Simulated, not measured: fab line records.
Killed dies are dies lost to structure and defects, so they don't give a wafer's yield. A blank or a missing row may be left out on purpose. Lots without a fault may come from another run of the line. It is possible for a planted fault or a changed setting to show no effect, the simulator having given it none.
Chamber matching ; flow gf180mcu ; rie diel-03 running GF_V4_ETCH_16: 4 sister chambers
The step etches BARC in N2/H2. 16 wafers are shown with their chamber, then 8 later ones without.

## WAFERS PAIRED WITH THEIR CHAMBERS
wafer;chamber;drypump motor current A (A);throttle valve pct (%);oes product au (a.u.)
L075.1;1;5.8;13.209;0.858
L075.2;3;6.1;13.228;0.851
L075.6;1;5.8;13.228;0.855
L077.2;3;6.1;13.225;0.855
L077.3;2;6.1;13.230;0.851
L077.6;0;5.4;13.234;0.848
L085.1;2;6.1;13.230;0.866
L085.3;0;5.4;13.216;0.854
L085.5;0;5.4;13.222;0.862
L087.2;2;6.1;13.211;0.851
L087.4;1;5.8;13.221;0.851
L087.5;3;6.0;13.215;0.861
L093.1;0;5.4;13.218;0.856
L093.2;2;6.1;13.226;0.852
L093.3;3;6.1;13.230;0.852
L093.4;1;5.8;13.224;0.860

SIGNATURES, as means of the wafers listed above
reading;chamber 0;chamber 1;chamber 2;chamber 3;scatter within a chamber
drypump motor current A;5.400;5.800;6.100;6.075;0.025
throttle valve pct;13.22250;13.22050;13.22425;13.22450;0.00803
oes product au;0.85500;0.85600;0.85500;0.85475;0.00554
Rule: for a wafer and a chamber, the distance is found by dividing, reading by reading, the gap between the wafer's reading and the chamber's mean by the reading's scatter, squaring, summing and taking the root. If the next closest chamber is less than 2 further off than the closest, the wafer can't be placed; otherwise it belongs to the closest. How the scatter is found: for the shown wafers, subtract from each reading the mean of its chamber, square and add these, divide the total by (wafers less chambers), then take the root.

## WAFERS WHOSE CHAMBER IS MISSING
wafer;drypump motor current A (A);throttle valve pct (%);oes product au (a.u.)
L093.5;6.1;13.230;0.848
L093.6;5.8;13.232;0.850
L095.1;5.4;13.210;0.850
L095.2;6.1;13.251;0.858
L095.3;6.1;13.226;0.853
L095.4;5.8;13.227;0.857
L095.5;6.1;13.211;0.851
L095.6;5.8;13.239;0.855

## WHICH CHAMBER EACH ONE RAN IN
wafer;from the rows above;in truth
L093.5;can't be placed: 2 or 3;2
L093.6;1;1
L095.1;0;0
L095.2;can't be placed: 2 or 3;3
L095.3;can't be placed: 2 or 3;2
L095.4;1;1
L095.5;can't be placed: 2 or 3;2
L095.6;1;1
Correctly placed: 4 of 8. Can't be placed from these rows: 4 (the true chamber is among the candidates in 4). Placed wrongly: 0.
